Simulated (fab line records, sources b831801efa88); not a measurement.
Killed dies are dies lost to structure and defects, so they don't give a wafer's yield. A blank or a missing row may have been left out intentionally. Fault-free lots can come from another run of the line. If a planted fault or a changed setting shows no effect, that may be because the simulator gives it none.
What tool caused it? ; flow gf180mcu ; route of 602 steps, sampled at 1 step: 13 lots, 39 wafers

WHAT THE GAUGES SHOWED, per wafer
GF_MIM_THK_MEAS_06. Usual: MIM_CVD_05_THK 42.1 nm, standard deviation 0.57.
lot;measured;on;MIM_CVD_05_THK (nm);flag
L211;day 24 11:39;filmMetro-04;41.8 42.7 42.1;
L212;day 25 00:41;filmMetro-01;42.3 42.8 43.1;
L214;day 25 18:03;filmMetro-04;42.6 43.1 43.0;
L215;day 26 00:39;filmMetro-01;40.5 42.0 41.4;
L216;day 26 11:51;filmMetro-02;42.6 43.0 43.0;
L217;day 26 16:26;filmMetro-01;42.0 42.9 42.5;
L218;day 26 22:25;filmMetro-04;41.8 42.2 42.1;
L219;day 27 05:37;filmMetro-04;42.1 42.3 42.3;
L221;day 27 21:56;filmMetro-04;41.8 43.3 43.1;
L222;day 28 13:10;filmMetro-02;42.4 41.8 43.1;
L226;day 29 11:06;filmMetro-01;42.2 42.3 42.5;
L229;day 30 02:44;filmMetro-02;41.4 41.7 42.2;
L232;day 30 22:41;filmMetro-02;41.6 42.6 42.0;

WHAT TOOL EACH LOT RAN ON (gives the tool, then ch and the chambers of the sampled wafers, and finally the start)
Record: no process step prior to these readings.

AS READ BY THE TOOLS THEMSELVES (means over the sampled wafers that have a number; for cases with no such wafer, the mark the record gives instead)
The record holds no such reading with a usual standard deviation.

THE ANSWER, worked out from the rows above alone
Rule: a lot is off if the mean of its wafers that have a number lies more than 3 standard deviations from the usual mean. Also off: a lot with no number at a reading for which 4 or more lots have one. The other lots that the step has rows for count as sound. First the gauges in route order, then the tools' own readings, where a lot's mean is used as printed above. The first step at which some lot is off is used, and at that step the reading that is off furthest; a lot without a number counts as furthest.
No lot is off on any of the readings shown, so nothing can be concluded from this.

WHAT WAS PUT IN BY THE SIMULATOR
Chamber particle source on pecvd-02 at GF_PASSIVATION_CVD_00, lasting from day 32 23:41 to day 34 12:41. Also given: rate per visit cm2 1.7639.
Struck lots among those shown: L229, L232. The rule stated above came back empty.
